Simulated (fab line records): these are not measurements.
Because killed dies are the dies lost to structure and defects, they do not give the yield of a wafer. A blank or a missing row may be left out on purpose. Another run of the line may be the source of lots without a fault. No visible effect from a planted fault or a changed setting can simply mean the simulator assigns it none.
fab line records	flow sky130
record: lots: 7	wafers: 21	last_day: 50
route steps=708 shown LOCAL_INTERCONNECT@398 CONTACT@406 PAD_OPEN@708
lots untouched by any fault: they come from a run of this same line in which no faults occurred
start_h: the number of hours between the record's first day and the start of the first shown wafer of the lot	wait_h: hours since the lot's step before	" same as the row above	L1.1+2: a row that stands for several wafers	- value missing, or start not given	* or withheld: withheld	< > ~ a bound
route shown NAME@n: names a module that has steps shown in the file, with the first one's number in the route	usual: mean/standard deviation taken from wafers without a fault	same: alike in all rows	chamber/n: place in a boat	sites: the reading at each site	_std_site: the standard deviation of these	_edge_site: outer sites' mean less inner sites'	radius_mm: for every site, how far away it sits from the centre of the wafer	mask NAME#n: copy n	behind: the most recent tool/chamber to have shaped the wafer	hold: reason for holding the lot/hours on hold/outcome of the hold	device: the transistor (n, p or np) that didn't switch	end of line: the same wafers' tests at the end of the route	where a step has no rows: the recipe by itself	killed: the dies lost at the first sort to structure and to defects; this is not the yield of the wafer	map: per-die view of a wafer (x killed, . not killed, _ where there is no die)
set.NAME: the setting that was run; set.NAME@STEP: the one run at that earlier step	model.NAME: the simulator's own value behind a step, which no gauge read
lots at some steps of the route; a table a step, a row a wafer
services: the hour from which a tool's chamber was out of use, counted from the record's first day as start_h (under 0 if before that day), plus the number of hours and why
== steps ==
step: SKY_LOCAL_INTERCONNECT_CD_MEAS_11
recipe: target_cd_nm: 170
usual: cd_nm: 169.6/1.3
lot.wafer	tool	chamber	start_h	wait_h	cd_nm
L783.1	cd_sem-01	-	712.50	-	168.4
L783.4	"	-	"	"	169.0
L783.5	"	-	"	"	169.0
L784.1	cd_sem-01	-	718.82	-	168.4
L784.2	"	-	"	"	168.9
L784.6	"	-	"	"	166.3
L789.1	cd_sem-01	-	755.16	-	168.8
L789.2	"	-	"	"	168.0
L789.3	"	-	"	"	169.0
L790.1	cd_sem-02	-	763.17	-	171.6
L790.4	"	-	"	"	171.9
L790.5	"	-	"	"	170.6
L791.2	cd_sem-02	-	768.94	-	169.7
L791.4	"	-	"	"	168.5
L791.6	"	-	"	"	169.1
L792.4	cd_sem-01	-	780.13	-	170.0
L792.5	"	-	"	"	170.4
L792.6	"	-	"	"	171.2
L805.1	cd_sem-02	-	870.65	-	169.4
L805.5	"	-	"	"	168.3
L805.6	"	-	"	"	168.1
step: SKY_LOCAL_INTERCONNECT_OVL_MEAS_12
usual: LOCAL_INTERCONNECT_OVL: 1/5.3
lot.wafer	tool	chamber	start_h	wait_h	LOCAL_INTERCONNECT_OVL[nm]
L783.1	overlay-01	-	712.62	0.1	14
L783.4	"	-	"	"	5
L783.5	"	-	"	"	3
L784.1	overlay-01	-	718.94	0.1	-2
L784.2	"	-	"	"	-6
L784.6	"	-	"	"	-2
L789.1	overlay-02	-	755.28	0.1	-8
L789.2	"	-	"	"	-5
L789.3	"	-	"	"	-1
L790.1	overlay-01	-	763.29	0.1	0
L790.4	"	-	"	"	9
L790.5	"	-	"	"	0
L791.2	overlay-02	-	769.05	0.1	-4
L791.4	"	-	"	"	-1
L791.6	"	-	"	"	-7
L792.4	overlay-02	-	780.21	0.1	1
L792.5	"	-	"	"	6
L792.6	"	-	"	"	-3
L805.1	overlay-02	-	870.77	0.1	-1
L805.5	"	-	"	"	-3
L805.6	"	-	"	"	8
step: SKY_LOCAL_INTERCONNECT_ETCH_13
recipe: chemistry: N2/H2	target: BARC	ion_energy_ev: 200	bias_w: 100	pressure_mtorr: 30	n2_flow_sccm: 100	h2_flow_sccm: 200	icp_w: 500	stop_on: SiO2	time_s: 45.9	target_depth_a: 600
usual: chamber_pressure_mTorr: 30.00/0.035	drypump_motor_current_A: 5.9/0.42	oes_product_au: 0.855/0.0047	throttle_valve_pct: 13.224/0.0091
lot.wafer	tool	chamber	start_h	wait_h	chamber_pressure_mTorr	drypump_motor_current_A	oes_product_au	rf_hours_counter_h	throttle_valve_pct
L783.1	rie_metal-01	1	712.65	0.0	29.98	5.1	0.859	0	13.201
L783.4	"	1	"	"	29.96	5.1	0.848	-	13.211
L783.5	"	0	"	"	30.00	6.2	0.843	-	13.212
L784.1	rie_metal-02	1	718.97	0.0	30.01	6.3	0.855	2	13.247
L784.2	"	0	"	"	30.01	5.8	0.854	8	13.230
L784.6	"	1	"	"	29.98	6.2	0.851	-	13.203
L789.1	rie_metal-01	1	755.32	0.0	29.99	5.1	0.853	2	13.214
L789.2	"	0	"	"	30.00	6.2	0.851	10	13.218
L789.3	"	1	"	"	30.01	5.1	0.848	-	13.216
L790.1	rie_metal-04	1	763.33	0.0	29.98	5.5	0.853	13	13.223
L790.4	"	1	"	"	30.00	5.5	0.851	-	13.233
L790.5	"	0	"	"	30.01	6.4	0.862	-	13.221
L791.2	rie_metal-02	0	769.08	0.0	30.04	5.8	0.851	9	13.209
L791.4	"	0	"	"	30.04	5.8	0.850	-	13.226
L791.6	"	1	"	"	29.99	6.3	0.847	-	13.208
L792.4	rie_metal-01	1	780.25	0.0	30.02	5.1	0.856	-	13.245
L792.5	"	1	"	"	30.02	5.1	0.860	-	13.221
L792.6	"	0	"	"	29.98	6.2	0.857	-	13.222
L805.1	rie_metal-04	1	870.80	0.0	29.99	5.5	0.853	0	13.221
L805.5	"	0	"	"	29.97	6.4	0.848	-	13.227
L805.6	"	1	"	"	30.02	5.5	0.855	-	13.229
step: SKY_LOCAL_INTERCONNECT_METAL_ETCH_14
recipe: target_depth_nm: 110	stop_on: PSG	chemistry: Cl2/BCl3	target: TiN	resist_sidewall_deg: 88	pressure_mtorr: 10	icp_w: 900	bias_w: 48.5	Cl2_flow_sccm: 60	bcl3_flow_sccm: 30	time_s: 31.4
usual: chamber_pressure_mTorr: 10.000/0.0088	drypump_motor_current_A: 5.9/0.42	oes_product_au: 0.944/0.0086	throttle_valve_pct: 21.898/0.0088
lot.wafer	tool	chamber	start_h	wait_h	chamber_pressure_mTorr	drypump_motor_current_A	oes_product_au	rf_hours_counter_h	throttle_valve_pct
L783.1	rie_metal-01	1	712.72	0.0	10.004	5.1	0.945	0	21.891
L783.4	"	1	"	"	10.001	5.1	0.949	-	21.896
L783.5	"	0	"	"	9.989	6.2	0.937	-	21.897
L784.1	rie_metal-02	1	719.04	0.0	10.019	6.3	0.944	3	21.901
L784.2	"	0	"	"	10.004	5.8	0.946	8	21.899
L784.6	"	1	"	"	10.000	6.2	0.953	-	21.906
L789.1	rie_metal-01	1	755.38	0.0	9.994	5.1	0.949	2	21.902
L789.2	"	0	"	"	10.003	6.2	0.943	10	21.910
L789.3	"	1	"	"	9.993	5.1	0.943	-	21.894
L790.1	rie_metal-04	1	763.39	0.0	9.996	5.5	0.947	13	21.912
L790.4	"	1	"	"	9.999	5.5	0.927	-	21.887
L790.5	"	0	"	"	10.001	6.3	0.940	-	21.892
L791.2	rie_metal-02	0	769.14	0.0	10.008	5.8	0.946	9	21.892
L791.4	"	0	"	"	10.006	5.8	0.954	-	21.898
L791.6	"	1	"	"	10.000	6.3	0.952	-	21.906
L792.4	rie_metal-01	1	780.30	0.0	10.000	5.1	0.934	-	21.903
L792.5	"	1	"	"	10.013	5.1	0.948	-	21.898
L792.6	"	0	"	"	10.003	6.2	0.943	-	21.906
L805.1	rie_metal-04	1	870.87	0.0	9.998	5.5	0.937	0	21.915
L805.5	"	0	"	"	9.992	6.4	0.933	-	21.895
L805.6	"	1	"	"	10.001	5.5	0.938	-	21.913
step: SKY_LOCAL_INTERCONNECT_STRIP_15
recipe: chemistry: O2/N2	power_w: 1400	pressure_mtorr: 1500	platen_temp_c: withheld	o2_flow_sccm: 3000	n2_flow_sccm: 300	overash_fraction: 0.5
usual: chamber_pressure_mTorr: 1499.9/1.2	drypump_motor_current_A: 5.6/0.37	oes_product_au: 0.427/0.0049	strip_time_to_endpoint_s: 4.722/0.016
lot.wafer	tool	chamber	start_h	wait_h	chamber_pressure_mTorr	drypump_motor_current_A	oes_product_au	rf_hours_counter_h	strip_time_to_endpoint_s
L783.1	plasma_asher-01	1	712.77	0.0	1498.3	5.5	0.437	31	4.707
L783.4	"	0	"	"	1500.8	4.8	0.427	-	4.679
L783.5	"	1	"	"	1499.0	5.4	0.424	-	4.715
L784.1	plasma_asher-02	0	719.09	0.0	1501.8	5.6	0.428	60	4.692
L784.2	"	1	"	"	1500.6	5.8	0.429	60	4.720
L784.6	"	1	"	"	1500.0	5.8	0.427	-	4.710
L789.1	plasma_asher-02	1	755.43	0.0	1499.7	5.7	0.421	64	4.721
L789.2	"	0	"	"	1501.2	5.6	0.432	64	4.705
L789.3	"	0	"	"	1501.3	5.6	0.427	-	4.714
L790.1	plasma_asher-02	1	763.44	0.0	1499.1	5.8	0.429	65	4.723
L790.4	"	0	"	"	1500.6	5.6	0.425	-	4.734
L790.5	"	1	"	"	1501.4	5.8	0.432	-	4.743
L791.2	plasma_asher-02	1	769.19	0.0	1500.3	5.7	0.419	65	4.745
L791.4	"	0	"	"	1498.1	5.6	0.434	-	4.724
L791.6	"	1	"	"	1500.7	5.8	0.425	-	4.763
L792.4	plasma_asher-02	0	780.37	0.1	1500.1	5.6	0.433	-	4.736
L792.5	"	1	"	"	1498.4	5.8	0.432	-	4.738
L792.6	"	0	"	"	1500.1	5.6	0.432	-	4.755
L805.1	plasma_asher-01	0	870.92	0.0	1498.5	4.8	0.430	49	4.735
L805.5	"	0	"	"	1499.8	4.8	0.417	-	4.734
L805.6	"	1	"	"	1500.9	5.4	0.422	-	4.711
step: SKY_LOCAL_INTERCONNECT_STRIP_16
recipe: chemistry: post_etch_residue_remover	time_s: 1200	temp_c: 72.5
step: SKY_LOCAL_INTERCONNECT_CLEAN_17
recipe: chemistry: IPA	time_s: 180	temp_c: 25
step: SKY_LOCAL_INTERCONNECT_CLEAN_18
recipe: chemistry: O3/DIW	dry: n2_spin
step: SKY_CONTACT_CVD_00
recipe: material: Si3N4	target_thk_nm: 75	temp_c: 400	time_s: withheld	rf_w: 450
usual: heater_power_outer_w: 403/54	heater_power_w: 683/88
lot.wafer	tool	chamber	start_h	wait_h	heater_power_outer_w	heater_power_w
L783.1	pecvd-02	1	713.37	0.0	318	589
L783.4	"	1	"	"	331	583
L783.5	"	1	"	"	332	606
L784.1	pecvd-03	1	719.68	0.0	450	795
L784.2	"	0	"	"	369	648
L784.6	"	2	"	"	418	716
L789.1	pecvd-04	0	756.02	0.0	369	597
L789.2	"	1	"	"	394	684
L789.3	"	2	"	"	361	615
L790.1	pecvd-02	2	764.03	0.0	423	717
L790.4	"	0	"	"	436	698
L790.5	"	1	"	"	416	690
L791.2	pecvd-04	0	769.82	0.0	318	530
L791.4	"	0	"	"	312	548
L791.6	"	1	"	"	387	679
L792.4	pecvd-04	0	780.99	0.0	395	667
L792.5	"	2	"	"	282	477
L792.6	"	1	"	"	384	699
L805.1	pecvd-03	1	871.52	0.0	490	883
L805.5	"	1	"	"	510	896
L805.6	"	2	"	"	428	739
step: SKY_CONTACT_THK_MEAS_01
recipe: reads: Si3N4_of_CONTACT_CVD_00
usual: CONTACT_CVD_00_THK: 75.5/1
lot.wafer	tool	chamber	start_h	wait_h	CONTACT_CVD_00_THK[nm]
L783.1	film_metro-03	-	713.42	-	76.0
L783.4	"	-	"	"	76.2
L783.5	"	-	"	"	76.8
L784.1	film_metro-03	-	719.71	-	73.0
L784.2	"	-	"	"	74.8
L784.6	"	-	"	"	74.8
L789.1	film_metro-03	-	756.06	-	75.3
L789.2	"	-	"	"	75.4
L789.3	"	-	"	"	76.2
L790.1	film_metro-02	-	764.06	-	75.1
L790.4	"	-	"	"	76.6
L790.5	"	-	"	"	76.6
L791.2	film_metro-04	-	769.86	-	74.9
L791.4	"	-	"	"	76.0
L791.6	"	-	"	"	75.4
L792.4	film_metro-03	-	781.03	-	75.2
L792.5	"	-	"	"	75.9
L792.6	"	-	"	"	75.3
L805.1	film_metro-03	-	871.57	-	73.4
L805.5	"	-	"	"	75.3
L805.6	"	-	"	"	75.7
step: SKY_CONTACT_HDPCVD_02
recipe: material: SiO2	target_thk_nm: 565	sigma_open_frac: 0.3	time_s: 94.2	temp_c: 600	sih4_flow_sccm: 60	pressure_mtorr: 6
step: SKY_CONTACT_THK_MEAS_03
recipe: reads: SiO2_of_CONTACT_HDPCVD_02
usual: CONTACT_HDPCVD_THK: 568/6
lot.wafer	tool	chamber	start_h	wait_h	CONTACT_HDPCVD_THK[nm]
L783.1	film_metro-04	-	713.54	0.0	568
L783.4	"	-	"	"	566
L783.5	"	-	"	"	580
L784.1	film_metro-02	-	719.84	0.0	566
L784.2	"	-	"	"	568
L784.6	"	-	"	"	565
L789.1	film_metro-04	-	756.19	0.0	568
L789.2	"	-	"	"	571
L789.3	"	-	"	"	565
L790.1	film_metro-04	-	764.19	0.0	569
L790.4	"	-	"	"	569
L790.5	"	-	"	"	568
L791.2	film_metro-04	-	769.99	0.0	565
L791.4	"	-	"	"	552
L791.6	"	-	"	"	558
L792.4	film_metro-02	-	781.16	0.0	570
L792.5	"	-	"	"	564
L792.6	"	-	"	"	564
L805.1	film_metro-04	-	871.69	0.0	568
L805.5	"	-	"	"	566
L805.6	"	-	"	"	572
step: SKY_CONTACT_CMP_04
recipe: material: SiO2	down_force_psi: 4	platen_rpm: 60	pad_velocity_m_s: 0.94248
usual: head_pressure_psi: 4.001/0.0077	motor_current_A: 12.1/1.2	slurry_flow_ml_min: 150.0/0.46	time_to_endpoint_s: 85/3.4
lot.wafer	tool	chamber	start_h	wait_h	head_pressure_psi	motor_current_A	slurry_flow_ml_min	time_to_endpoint_s
L783.4	cmp-01	1	713.65	0.1	3.997	11.7	149.5	87
L783.1	"	3	"	"	3.987	12.7	149.6	85
L783.5	"	0	"	"	4.004	11.5	150.1	91
L784.2	cmp-01	1	719.95	0.1	4.011	11.5	150.3	85
L784.1	"	3	"	"	4.009	13.0	149.9	85
L784.6	"	0	"	"	3.997	11.7	150.3	82
L789.3	cmp-01	0	756.30	0.1	3.075	9.7	150.0	109
L789.2	"	1	"	"	3.066	10.0	149.8	111
L789.1	"	2	"	"	3.073	8.6	149.3	110
L790.4	cmp-02	0	764.30	0.1	4.010	13.5	150.6	83
L790.1	"	1	"	"	3.999	14.6	149.7	86
L790.5	"	3	"	"	3.996	11.7	149.2	89
L791.2	cmp-01	0	770.09	0.1	3.061	10.5	150.2	108
L791.4	"	2	"	"	3.077	8.3	149.5	102
L791.6	"	0	"	"	3.088	9.5	150.2	105
L792.4	cmp-01	1	781.34	0.2	3.064	10.5	150.1	111
L792.5	"	2	"	"	3.075	8.6	150.1	108
L792.6	"	3	"	"	3.089	11.2	150.6	108
L805.1	cmp-01	2	871.75	0.1	3.993	10.4	150.4	82
L805.5	"	2	"	"	3.998	10.1	149.7	78
L805.6	"	3	"	"	4.000	12.8	149.8	82
step: SKY_CONTACT_BOW_MEAS_05
recipe: mode: bow
usual: CONTACT_BOW: 82/8
lot.wafer	tool	chamber	start_h	wait_h	CONTACT_BOW[um]
L783.1	film_metro-02	-	713.90	0.1	86
L783.4	"	-	"	"	79
L783.5	"	-	"	"	88
L784.1	film_metro-02	-	720.20	0.1	79
L784.2	"	-	"	"	72
L784.6	"	-	"	"	80
L789.1	film_metro-04	-	756.55	0.1	84
L789.2	"	-	"	"	93
L789.3	"	-	"	"	87
L790.1	film_metro-03	-	764.55	0.1	81
L790.4	"	-	"	"	83
L790.5	"	-	"	"	88
L791.2	film_metro-03	-	770.36	0.2	81
L791.4	"	-	"	"	69
L791.6	"	-	"	"	91
L792.4	film_metro-03	-	781.55	0.2	87
L792.5	"	-	"	"	78
L792.6	"	-	"	"	73
L805.1	film_metro-03	-	872.05	0.2	73
L805.5	"	-	"	"	76
L805.6	"	-	"	"	75
step: SKY_PAD_OPEN_PROBE_99
usual: killed_at_M0_to_M3: 44/6.8	killed_at_M4_up: 3.4/2	killed_at_contacts: 24/5.2	killed_at_front_end: 15/5.2	killed_at_other: 0.2/0.46	killed_dies: 87/9.8	killed_open: 47/7.5	killed_short: 39/6.8
same: gross_dies: 492	killed_at_back_side: 0
lot.wafer	tool	chamber	start_h	wait_h	killed_at_M0_to_M3	killed_at_M4_up	killed_at_contacts	killed_at_front_end	killed_at_other	killed_dies	killed_open	killed_short
L783.1	prober-02	-	1081.30	0.1	52	4	24	20	0	100	52	48
L783.4	prober-02	-	1081.45	0.2	43	3	22	18	1	87	46	41
L783.5	prober-02	-	1081.50	0.2	40	2	24	11	1	78	42	36
L784.1	prober-01	-	1087.90	0.1	41	12	28	15	0	96	37	59
L784.2	prober-01	-	1087.95	0.1	43	3	26	17	0	89	51	38
L784.6	prober-01	-	1088.15	0.2	45	3	23	23	0	94	54	40
L789.1	prober-02	-	1113.34	0.1	40	4	22	12	0	78	48	30
L789.2	prober-02	-	1113.39	0.1	31	8	22	7	0	68	32	36
L789.3	prober-02	-	1113.44	0.2	42	5	21	14	0	82	40	42
L790.1	prober-01	-	1119.72	0.1	49	2	29	11	0	91	49	42
L790.4	prober-01	-	1119.87	0.2	44	1	29	15	0	89	43	46
L790.5	prober-01	-	1119.92	0.2	47	2	23	12	0	84	46	38
L791.2	prober-02	-	1124.46	0.1	45	5	15	15	1	81	38	43
L791.4	prober-02	-	1124.56	0.2	30	5	34	17	0	86	43	43
L791.6	prober-02	-	1124.66	0.2	56	4	32	19	0	111	62	49
L792.4	prober-01	-	1129.83	0.2	38	2	26	9	0	75	41	34
L792.5	prober-01	-	1129.88	0.2	43	3	20	15	0	81	41	40
L792.6	prober-01	-	1129.93	0.2	44	6	19	28	0	97	59	38
L805.1	prober-02	-	1192.20	0.1	45	2	18	19	0	84	56	28
L805.5	prober-02	-	1192.40	0.2	55	4	21	6	0	86	47	39
L805.6	prober-02	-	1192.45	0.2	41	4	21	16	1	83	49	34
killed by level:class
L783.1 VIA2:geometric_particle:open=10 CONTACT:geometric_particle:open=9 METAL1:geometric_particle:short=8 VIA1:geometric_particle:open=8 FIELD_ISO:geometric_particle:short=5 VIA1:geometric_particle:short=5 METAL2:geometric_particle:short=5 VIA3:geometric_particle:open=5
L783.4 VIA1:geometric_particle:open=14 LOCAL_INTERCONNECT:geometric_particle:short=7 POLY_GATE:geometric_particle:short=6 LI_CONTACT:geometric_particle:open=6 VIA3:geometric_particle:open=6 CONTACT:geometric_particle:open=5 VIA2:geometric_particle:open=5 VIA3:geometric_particle:short=5
L783.5 VIA1:geometric_particle:open=11 CONTACT:geometric_particle:open=10 LOCAL_INTERCONNECT:geometric_particle:short=8 VIA2:geometric_particle:open=7 VIA3:geometric_particle:open=5 FIELD_ISO:geometric_particle:short=4 LI_CONTACT:geometric_particle:open=4 METAL1:geometric_particle:short=4
L784.1 LI_CONTACT:geometric_particle:open=8 FIELD_ISO:geometric_particle:short=7 METAL2:geometric_particle:short=7 METAL1:geometric_particle:short=7 METAL4:geometric_particle:short=7 CONTACT:geometric_particle:open=6 CONTACT:geometric_particle:short=5 VIA1:geometric_particle:open=5
L784.2 CONTACT:geometric_particle:open=12 VIA1:geometric_particle:open=12 FIELD_ISO:geometric_particle:short=6 LI_CONTACT:geometric_particle:open=6 POLY_GATE:geometric_particle:open=5 CONTACT:geometric_particle:short=5 VIA1:geometric_particle:short=5 METAL2:geometric_particle:short=5
L784.6 VIA1:geometric_particle:open=12 CONTACT:geometric_particle:open=10 FIELD_ISO:geometric_particle:open=8 METAL2:geometric_particle:short=6 METAL3:geometric_particle:short=6 FIELD_ISO:geometric_particle:short=5 LOCAL_INTERCONNECT:geometric_particle:short=5 POLY_GATE:geometric_particle:open=4
L789.1 VIA3:geometric_particle:open=11 CONTACT:geometric_particle:open=10 FIELD_ISO:geometric_particle:open=6 VIA2:geometric_particle:open=6 LI_CONTACT:geometric_particle:open=5 CONTACT:geometric_particle:short=5 VIA1:geometric_particle:open=5 VIA3:geometric_particle:short=4
L789.2 VIA2:geometric_particle:open=9 CONTACT:geometric_particle:open=8 LI_CONTACT:geometric_particle:open=6 VIA1:geometric_particle:short=6 METAL2:geometric_particle:short=5 METAL1:geometric_particle:short=4 METAL4:geometric_particle:short=4 METAL4:geometric_particle:open=4
L789.3 METAL2:geometric_particle:short=11 CONTACT:geometric_particle:open=9 VIA1:geometric_particle:open=8 FIELD_ISO:geometric_particle:short=5 VIA3:geometric_particle:open=5 FIELD_ISO:geometric_particle:open=4 LI_CONTACT:geometric_particle:open=4 LOCAL_INTERCONNECT:geometric_particle:short=4
L790.1 VIA2:geometric_particle:open=11 VIA1:geometric_particle:open=9 CONTACT:geometric_particle:open=7 CONTACT:geometric_particle:short=7 METAL1:geometric_particle:short=7 LI_CONTACT:geometric_particle:open=6 LOCAL_INTERCONNECT:geometric_particle:short=5 METAL2:geometric_particle:short=5
L790.4 VIA2:geometric_particle:open=9 VIA3:geometric_particle:open=9 METAL2:geometric_particle:short=7 CONTACT:geometric_particle:short=7 LI_CONTACT:geometric_particle:open=7 VIA1:geometric_particle:open=6 LOCAL_INTERCONNECT:geometric_particle:short=5 CONTACT:geometric_particle:open=5
L790.5 VIA1:geometric_particle:open=9 CONTACT:geometric_particle:open=8 METAL1:geometric_particle:short=8 VIA3:geometric_particle:open=7 METAL2:geometric_particle:short=6 VIA2:geometric_particle:open=6 CONTACT:geometric_particle:short=5 LI_CONTACT:geometric_particle:open=4
L791.2 VIA1:geometric_particle:open=12 POLY_GATE:geometric_particle:short=8 CONTACT:geometric_particle:open=8 METAL2:geometric_particle:short=7 METAL1:geometric_particle:short=5 VIA1:geometric_particle:short=5 CONTACT:geometric_particle:short=4 VIA2:geometric_particle:open=4
L791.4 CONTACT:geometric_particle:short=11 VIA1:geometric_particle:open=10 LI_CONTACT:geometric_particle:open=9 CONTACT:geometric_particle:open=8 FIELD_ISO:geometric_particle:short=4 FIELD_ISO:geometric_particle:open=4 LOCAL_INTERCONNECT:geometric_particle:short=4 VIA1:geometric_particle:short=4
L791.6 VIA1:geometric_particle:open=18 VIA2:geometric_particle:open=9 CONTACT:geometric_particle:open=8 CONTACT:geometric_particle:short=8 VIA1:geometric_particle:short=8 LOCAL_INTERCONNECT:geometric_particle:short=7 VIA3:geometric_particle:open=6 FIELD_ISO:geometric_particle:open=5
L792.4 CONTACT:geometric_particle:open=10 VIA1:geometric_particle:open=8 VIA3:geometric_particle:open=6 LI_CONTACT:geometric_particle:short=5 METAL1:geometric_particle:short=4 METAL2:geometric_particle:short=4 VIA2:geometric_particle:open=4 CONTACT:geometric_particle:short=3
L792.5 VIA1:geometric_particle:open=7 CONTACT:geometric_particle:open=7 VIA3:geometric_particle:open=7 VIA2:geometric_particle:open=6 VIA2:geometric_particle:short=6 POLY_GATE:geometric_particle:short=4 LI_CONTACT:geometric_particle:short=4 LOCAL_INTERCONNECT:geometric_particle:short=4
L792.6 CONTACT:geometric_particle:open=10 VIA1:geometric_particle:open=9 VIA2:geometric_particle:open=9 POLY_GATE:geometric_particle:open=8 VIA3:geometric_particle:open=8 FIELD_ISO:geometric_particle:open=7 FIELD_ISO:geometric_particle:short=5 METAL4:geometric_particle:short=5
L805.1 VIA1:geometric_particle:open=16 VIA2:geometric_particle:open=10 CONTACT:geometric_particle:open=6 LI_CONTACT:geometric_particle:open=5 FIELD_ISO:geometric_particle:short=4 FIELD_ISO:geometric_particle:open=4 CONTACT:geometric_particle:short=4 VIA3:geometric_particle:open=4
L805.5 VIA1:geometric_particle:open=16 VIA1:geometric_particle:short=8 LI_CONTACT:geometric_particle:open=7 VIA2:geometric_particle:open=6 CONTACT:geometric_particle:short=5 METAL2:geometric_particle:short=5 VIA3:geometric_particle:open=5 VIA3:geometric_particle:short=4
L805.6 VIA1:geometric_particle:open=17 CONTACT:geometric_particle:open=8 FIELD_ISO:geometric_particle:open=6 VIA2:geometric_particle:open=6 LI_CONTACT:geometric_particle:open=5 METAL1:geometric_particle:short=5 FIELD_ISO:geometric_particle:short=4 VIA3:geometric_particle:open=4
== services ==
tool	chamber	start_h	hours	kind
pecvd-02	-	700.85	0.8	pm
rie_metal-04	-	703.38	2.8	pm
pecvd-03	2	706.17	6.9	repair
pecvd-02	-	706.63	0.5	repair
cmp-02	-	718.30	0.8	repair
rie_metal-02	-	720.26	2.8	pm
pecvd-04	-	729.56	0.7	repair
cmp-01	-	732.19	3.5	repair
cmp-02	-	744.03	4.0	pm
cmp-01	-	762.10	1.5	repair
rie_metal-04	-	768.56	14.6	pm
cmp-01	-	814.57	5.7	pm
pecvd-04	2	829.30	16.8	repair
rie_metal-04	-	836.74	0.5	repair
rie_metal-04	1	837.76	-	clean
rie_metal-04	1	837.76	22.3	scheduled_down
cmp-02	-	841.29	1.9	repair
plasma_asher-02	-	845.74	2.0	repair
pecvd-04	-	849.45	1.1	repair
cmp-02	-	855.28	5.1	pm
plasma_asher-02	-	856.67	1.9	repair
rie_metal-02	1	857.43	2.4	repair
plasma_asher-02	-	859.21	14.6	pm
rie_metal-02	0	862.28	19.8	repair
== key ==
first_sign: step: SKY_CONTACT_CMP_04	reading: head_pressure_psi	direction: down	sigmas: 99+	usual: 4.001	struck: 3.074
effect: step: SKY_CONTACT_CMP_04	reading: time_to_endpoint_s	direction: up	sigmas: 7	usual: *	struck: *
met_at SKY_CONTACT_CMP_04
struck_wafers L789.1,L789.2,L789.3,L791.2,L791.4,L791.6,L792.4,L792.5,L792.6
tester_left_out L789,L791,L792
onset_between 719.95 756.30
fault: kind: process_parameter_drift	tool: cmp-01	chamber: -	onset_h: 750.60	steps: SKY_CONTACT_CMP_04	channel: down_force_psi	offset: -0.92659	shape: step	end_h: 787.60	acts_in: these_recipes_only	stated: 4
tester_left_out: of these lots the tester's yield and bins aren't shown, on N5 and GAA mostly nor the transistor test; their killed dies are dies lost to structure and defects alone, not to doping, threshold or leakage, so they don't give the yield
